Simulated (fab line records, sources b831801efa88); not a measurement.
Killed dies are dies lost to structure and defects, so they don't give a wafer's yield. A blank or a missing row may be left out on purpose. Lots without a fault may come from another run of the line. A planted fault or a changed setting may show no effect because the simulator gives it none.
fab line records | flow gf180mcu
record lots=15 wafers=45 last_day=34
route steps=602 shown HV_LDD@212 CONTACT@302 M1@330 V1@356
lots that met no fault: from a run of the same line without faults
start_h: hours from the record's first day to the start of the lot's first wafer shown | wait_h: hours since the lot's step before | " the same as in the row above | L1.1+2: a row that stands for several wafers | - no value, or no start given | * or withheld: withheld | < > ~ a bound
route shown NAME@n: a module of which the file shows steps, and the number in the route of the first | usual: mean/standard deviation of fault-free wafers | same: alike in all rows | chamber/n: place in a boat | sites: the reading at each site | _std_site: their standard deviation | _edge_site: outer sites' mean less inner sites' | radius_mm: how far each site lies from the wafer's centre | mask NAME#n: copy n | behind: the tool/chamber that last shaped the wafer | hold: why the lot was held/for how many hours/how that ended | device: the transistor (n, p or np) that didn't switch | end of line: the same wafers' tests at the end of the route | a step without rows: its recipe alone | killed: dies lost to structure and defects at the first sort, not the wafer's yield | map: a wafer's dies, x killed, . not, _ none there
set.NAME: the setting as run; set.NAME@STEP: as run at that earlier step | model.NAME: the simulator's own value behind a step, which no gauge read
steps of the route over a sample of lots; a table a step, a row a wafer
services: from which hour (start_h, from the record's first day; less than 0 if before it) a tool's chamber was out of use, for how many hours, and why
## steps
# step GF_HV_LDD_IMPLANT_36
# recipe species=P energy_kev=60 dose_cm2=7.5e+12 tilt_deg=30 rotation_deg=270
# usual beam_energy_keV=60.003/0.018 beam_on_s=10.02/0.19 implant_ion_amu=31/0
# columns lot.wafer tool chamber start_h wait_h beam_energy_keV beam_on_s implant_ion_amu
L447.1 implanter-04 0 250.83 0.1 59.989 10.00 31
L447.4 " 0 " " 59.992 10.02 31
L447.6 " 0 " " 60.011 9.82 31
L449.1 implanter-01 0 266.38 0.1 60.018 10.02 31
L449.4 " 0 " " 59.994 10.26 31
L449.5 " 0 " " 60.024 9.45 31
L450.1 implanter-03 0 274.38 0.1 60.001 10.06 31
L450.3 " 0 " " 60.001 9.94 31
L450.4 " 0 " " 59.993 9.88 31
L451.1 implanter-03 0 281.78 0.1 59.984 9.85 31
L451.5 " 0 " " 59.973 10.27 31
L451.6 " 0 " " 59.990 10.21 31
L453.1 implanter-01 0 298.95 0.1 60.008 9.61 31
L453.5 " 0 " " 60.005 9.92 31
L453.6 " 0 " " 60.023 9.91 31
L454.2 implanter-01 0 307.76 0.1 59.978 10.10 31
L454.4 " 0 " " 60.001 10.24 31
L454.5 " 0 " " 60.029 10.28 31
L455.4 implanter-03 0 315.52 0.1 59.998 10.19 31
L455.5 " 0 " " 59.979 10.01 31
L455.6 " 0 " " 60.027 9.70 31
L458.3 implanter-01 0 338.98 0.1 60.010 10.12 31
L458.4 " 0 " " 60.022 9.88 31
L458.5 " 0 " " 60.025 9.95 31
L459.1 implanter-04 0 349.03 0.1 59.991 10.31 31
L459.3 " 0 " " 59.983 10.06 31
L459.4 " 0 " " 59.991 10.23 31
L460.1 implanter-03 0 355.28 0.1 59.976 9.77 31
L460.3 " 0 " " 60.025 10.13 31
L460.4 " 0 " " 60.034 9.96 31
L464.1 implanter-03 - 390.23 0.1 - - -
L464.3 " - " " - - -
L464.5 " - " " - - -
L465.2 implanter-04 - 393.16 0.1 - - -
L465.3 " - " " - - -
L465.5 " - " " - - -
L466.1 implanter-04 - 404.39 0.1 - - -
L466.2 " - " " - - -
L466.4 " - " " - - -
L469.2 implanter-04 0 429.70 0.1 60.009 9.96 31
L469.3 " 0 " " 60.004 10.20 31
L469.4 " 0 " " 59.972 9.94 31
L470.1 implanter-03 0 431.28 0.1 60.013 10.31 31
L470.2 " 0 " " 60.001 10.05 31
L470.5 " 0 " " 60.011 9.90 31
# step GF_HV_LDD_TW_MEAS_38
# usual HV_LDD_3_TW=1427/15
# columns lot.wafer tool chamber start_h wait_h hold HV_LDD_3_TW
L447.1 film_metro-03 - 251.08 0.1 - 1422
L447.4 " - " " - 1429
L447.6 " - " " - 1427
L449.1 film_metro-04 - 266.63 0.1 - 1420
L449.4 " - " " - 1418
L449.5 " - " " - 1426
L450.1 film_metro-01 - 274.66 0.1 - 1442
L450.3 " - " " - 1446
L450.4 " - " " - 1451
L451.1 film_metro-04 - 282.03 0.1 - 1416
L451.5 " - " " - 1416
L451.6 " - " " - 1419
L453.1 film_metro-03 - 299.20 0.1 - 1416
L453.5 " - " " - 1409
L453.6 " - " " - 1411
L454.2 film_metro-03 - 307.99 0.1 - 1403
L454.4 " - " " - 1418
L454.5 " - " " - 1415
L455.4 film_metro-01 - 315.73 0.1 - 1462
L455.5 " - " " - 1455
L455.6 " - " " - 1458
L458.3 film_metro-03 - 339.20 0.1 - 1416
L458.4 " - " " - 1411
L458.5 " - " " - 1406
L459.1 film_metro-03 - 349.28 0.1 - 1407
L459.3 " - " " - 1412
L459.4 " - " " - 1403
L460.1 film_metro-04 - 355.53 0.1 - 1428
L460.3 " - " " - 1433
L460.4 " - " " - 1430
L464.1 film_metro-01 - 390.48 0.1 await_dispo/0.2h/release 1315
L464.3 " - " " await_dispo/0.2h/release 1316
L464.5 " - " " await_dispo/0.2h/release 1320
L464.1 film_metro-01 - 390.71 0.2 - 1317
L464.3 " - " " - 1324
L464.5 " - " " - 1324
L465.2 film_metro-04 - 393.39 0.1 await_dispo/0.2h/release 1302
L465.3 " - " " await_dispo/0.2h/release 1307
L465.5 " - " " await_dispo/0.2h/release 1306
L465.2 film_metro-04 - 393.62 0.2 - 1299
L465.3 " - " " - 1302
L465.5 " - " " - 1304
L466.1 film_metro-03 - 404.64 0.1 await_dispo/0.2h/release 1288
L466.2 " - " " await_dispo/0.2h/release 1294
L466.4 " - " " await_dispo/0.2h/release 1290
L466.1 film_metro-03 - 404.87 0.2 - 1295
L466.2 " - " " - 1297
L466.4 " - " " - 1291
L469.2 film_metro-04 - 429.95 0.1 - 1426
L469.3 " - " " - 1432
L469.4 " - " " - 1430
L470.1 film_metro-03 - 431.53 0.1 - 1413
L470.2 " - " " - 1412
L470.5 " - " " - 1412
# step GF_HV_LDD_RS_MEAS_53
# recipe thk_meas_gauge=four-point-probe
# usual HV_LDD_RS=418.2/1.1
# columns lot.wafer tool chamber start_h wait_h hold HV_LDD_RS[ohm/sq]
L447.1 film_metro-04 - 270.58 0.1 - 418.0
L447.4 " - " " - 417.6
L447.6 " - " " - 417.5
L449.1 film_metro-04 - 286.54 0.1 - 419.6
L449.4 " - " " - 419.3
L449.5 " - " " - 419.5
L450.1 film_metro-03 - 295.36 0.1 - 419.6
L450.3 " - " " - 419.4
L450.4 " - " " - 419.5
L451.1 film_metro-01 - 302.02 0.1 - 417.2
L451.5 " - " " - 418.9
L451.6 " - " " - 418.9
L453.1 film_metro-01 - 320.21 0.1 - 419.3
L453.5 " - " " - 419.8
L453.6 " - " " - 419.9
L454.2 film_metro-03 - 329.31 0.1 - 417.1
L454.4 " - " " - 417.6
L454.5 " - " " - 418.4
L455.4 film_metro-04 - 337.77 0.1 - 418.1
L455.5 " - " " - 419.1
L455.6 " - " " - 418.6
L458.3 film_metro-03 - 361.42 0.1 - 417.0
L458.4 " - " " - 418.1
L458.5 " - " " - 418.2
L459.1 film_metro-03 - 371.71 0.1 - 418.6
L459.3 " - " " - 419.1
L459.4 " - " " - 419.7
L460.1 film_metro-04 - 378.33 0.1 - 419.2
L460.3 " - " " - 419.3
L460.4 " - " " - 420.2
L464.1 film_metro-03 - 413.88 0.1 await_dispo/0.2h/release 440.1
L464.3 " - " " await_dispo/0.2h/release 440.5
L464.5 " - " " await_dispo/0.2h/release 440.8
L464.1 film_metro-03 - 414.17 0.3 - 440.2
L464.3 " - " " - 441.8
L464.5 " - " " - 440.3
L465.2 film_metro-01 - 417.68 0.1 await_dispo/0.2h/release 440.3
L465.3 " - " " await_dispo/0.2h/release 439.0
L465.5 " - " " await_dispo/0.2h/release 439.7
L465.2 film_metro-01 - 417.97 0.3 - 439.8
L465.3 " - " " - 439.8
L465.5 " - " " - 439.3
L466.1 film_metro-03 - 428.72 0.1 await_dispo/0.2h/release 438.2
L466.2 " - " " await_dispo/0.2h/release 437.5
L466.4 " - " " await_dispo/0.2h/release 438.7
L466.1 film_metro-03 - 429.01 0.3 - 438.2
L466.2 " - " " - 437.6
L466.4 " - " " - 439.1
L469.2 film_metro-01 - 454.63 0.1 - 416.9
L469.3 " - " " - 416.2
L469.4 " - " " - 415.8
L470.1 film_metro-01 - 456.27 0.1 - 417.5
L470.2 " - " " - 417.6
L470.5 " - " " - 417.2
# step GF_CONTACT_OVL_MEAS_15
# usual CONTACT_OVL=3/5.3
# columns lot.wafer tool chamber start_h wait_h CONTACT_OVL[nm]
L447.1 overlay-01 - 359.85 0.1 6
L447.4 " - " " -1
L447.6 " - " " -4
L449.1 overlay-02 - 378.39 0.1 5
L449.4 " - " " 8
L449.5 " - " " 3
L450.1 overlay-01 - 387.75 0.1 2
L450.3 " - " " -1
L450.4 " - " " 4
L451.1 overlay-02 - 395.84 0.1 13
L451.5 " - " " 5
L451.6 " - " " 11
L453.1 overlay-01 - 415.54 0.1 -3
L453.5 " - " " -4
L453.6 " - " " -7
L454.2 overlay-01 - 425.35 0.1 7
L454.4 " - " " 6
L454.5 " - " " 6
L455.4 overlay-01 - 434.81 0.1 2
L455.5 " - " " 0
L455.6 " - " " 3
L458.3 overlay-01 - 459.57 0.1 0
L458.4 " - " " -3
L458.5 " - " " -1
L459.1 overlay-01 - 470.86 0.1 -4
L459.3 " - " " 2
L459.4 " - " " 0
L460.1 overlay-01 - 479.24 0.1 11
L460.3 " - " " 10
L460.4 " - " " 8
L469.2 overlay-01 - 552.25 0.1 -7
L469.3 " - " " -3
L469.4 " - " " 3
L470.1 overlay-02 - 559.16 0.1 5
L470.2 " - " " 9
L470.5 " - " " -1
# step GF_M1_OVL_MEAS_15
# usual M1_OVL=-7/4.4
# columns lot.wafer tool chamber start_h wait_h M1_OVL[nm]
L447.1 overlay-01 - 383.89 0.1 -13
L447.4 " - " " -2
L447.6 " - " " -7
L449.1 overlay-02 - 403.24 0.1 -9
L449.4 " - " " -19
L449.5 " - " " -3
L450.1 overlay-02 - 412.44 0.1 -4
L450.3 " - " " -12
L450.4 " - " " -5
L451.1 overlay-01 - 420.94 0.1 -1
L451.5 " - " " -3
L451.6 " - " " -1
L453.1 overlay-02 - 440.34 0.1 -11
L453.5 " - " " -8
L453.6 " - " " -10
L454.2 overlay-02 - 451.05 0.1 -9
L454.4 " - " " -3
L454.5 " - " " -5
L455.4 overlay-02 - 460.36 0.1 -2
L455.5 " - " " -5
L455.6 " - " " -2
L458.3 overlay-01 - 484.81 0.1 -12
L458.4 " - " " -10
L458.5 " - " " -8
L459.1 overlay-01 - 496.39 0.1 -5
L459.3 " - " " 0
L459.4 " - " " -15
L460.1 overlay-01 - 504.39 0.1 -9
L460.3 " - " " -8
L460.4 " - " " -5
L469.2 overlay-02 - 576.10 0.1 -10
L469.3 " - " " -6
L469.4 " - " " -11
L470.1 overlay-01 - 582.99 0.1 -18
L470.2 " - " " -11
L470.5 " - " " -12
# step GF_V1_SPUTTER_21
# recipe material=Ti target_thk_nm=15 chamber_pressure_pa=5 power_w=2500 substrate_temp_c=200 time_s=80.02
# usual throttle_valve_pct=30.3/0.78
# columns lot.wafer tool chamber start_h wait_h throttle_valve_pct
L447.1 pvd_sputter-01 - 408.90 0.0 30.6
L447.4 " - " " 31.2
L447.6 " - " " 30.7
L449.1 pvd_sputter-01 - 428.44 0.0 31.3
L449.4 " - " " 30.7
L449.5 " - " " 30.7
L450.1 pvd_sputter-01 - 438.07 0.0 31.2
L450.3 " - " " 30.1
L450.4 " - " " 31.0
L451.1 pvd_sputter-01 - 446.81 0.0 30.1
L451.5 " - " " 30.5
L451.6 " - " " 30.5
L453.1 pvd_sputter-01 - 466.76 0.0 30.8
L453.5 " - " " 30.9
L453.6 " - " " 30.1
L454.2 pvd_sputter-02 - 477.59 0.0 30.6
L454.4 " - " " 31.3
L454.5 " - " " 30.8
L455.4 pvd_sputter-01 - 486.45 0.0 31.0
L455.5 " - " " 30.6
L455.6 " - " " 30.9
L458.3 pvd_sputter-02 - 510.64 0.0 30.1
L458.4 " - " " 30.9
L458.5 " - " " 29.3
L459.1 pvd_sputter-01 - 521.99 0.0 30.2
L459.3 " - " " 30.5
L459.4 " - " " 31.1
L460.1 pvd_sputter-02 - 529.50 0.0 30.5
L460.3 " - " " 30.1
L460.4 " - " " 29.4
L469.2 pvd_sputter-02 - 599.66 0.0 31.1
L469.3 " - " " 29.5
L469.4 " - " " 30.4
L470.1 pvd_sputter-01 - 606.00 0.0 31.1
L470.2 " - " " 30.7
L470.5 " - " " 30.9
## services
# columns tool chamber start_h hours kind
implanter-01 - 239.25 5.1 pm
pvd_sputter-02 - 269.33 2.5 repair
pvd_sputter-02 - 312.23 3.2 repair
implanter-03 - 317.24 4.3 repair
pvd_sputter-02 - 328.55 4.1 repair
implanter-01 - 358.43 18.4 pm
implanter-04 - 369.92 4.4 pm
implanter-04 - 378.10 2.3 repair
implanter-03 - 432.69 4.6 pm
implanter-03 - 441.21 3.1 repair
implanter-03 - 449.45 3.2 repair
pvd_sputter-01 1 455.98 - consumable_replace:kit
pvd_sputter-01 1 455.98 18.0 scheduled_down
pvd_sputter-01 1 455.98 18.0 vent_cycle
implanter-01 - 464.46 2.3 repair
implanter-04 - 495.35 6.8 repair
implanter-04 - 496.05 3.4 repair
implanter-03 - 569.95 0.7 repair
pvd_sputter-02 2 581.52 - consumable_replace:kit
pvd_sputter-02 2 581.52 18.0 scheduled_down
pvd_sputter-02 2 581.52 18.0 vent_cycle
implanter-01 - 582.34 1.7 repair
implanter-01 - 586.04 0.6 repair
pvd_sputter-01 - 593.74 5.9 repair
## key
first_sign step=GF_HV_LDD_IMPLANT_36 reading=tool_record direction=missing
effect step=GF_HV_LDD_TW_MEAS_38 reading=visit direction=added
effect step=GF_HV_LDD_TW_MEAS_38 reading=HV_LDD_3_TW direction=down sigmas=8.3 usual=1427 struck=1304
effect step=GF_HV_LDD_RS_MEAS_53 reading=visit direction=added
effect step=GF_HV_LDD_RS_MEAS_53 reading=HV_LDD_RS direction=up sigmas=20 usual=418.2 struck=439.4
met_at GF_HV_LDD_IMPLANT_36
struck_lots L464,L465,L466
later_rows_left_out L464.1,L464.3,L464.5,L465.2,L465.3,L465.5,L466.1,L466.2,L466.4
sort_left_out L464.1,L464.3,L464.5,L465.2,L465.3,L465.5,L466.1,L466.2,L466.4
tester_left_out L464,L465,L466
not_acting_at GF_CONTACT_OVL_MEAS_15,GF_M1_OVL_MEAS_15,GF_V1_SPUTTER_21
onset_between 355.28 390.23
fault kind=skipped_step_whole tool=implanter-03,implanter-04 chamber=- onset_h=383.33 steps=GF_HV_LDD_IMPLANT_36 scope=struck_lots_only
# tester_left_out: of these lots the tester's yield and bins aren't shown, on N5 and GAA mostly nor the transistor test; their killed dies are dies lost to structure and defects alone, not to doping, threshold or leakage, so they don't give the yield
# sort_left_out: the simulated sort isn't trusted on such a fault, so these wafers' sort isn't shown, and their yield isn't known
# later_rows_left_out: the simulator's readings of these wafers behind a module that went badly wrong aren't trusted and aren't shown, but for the sort
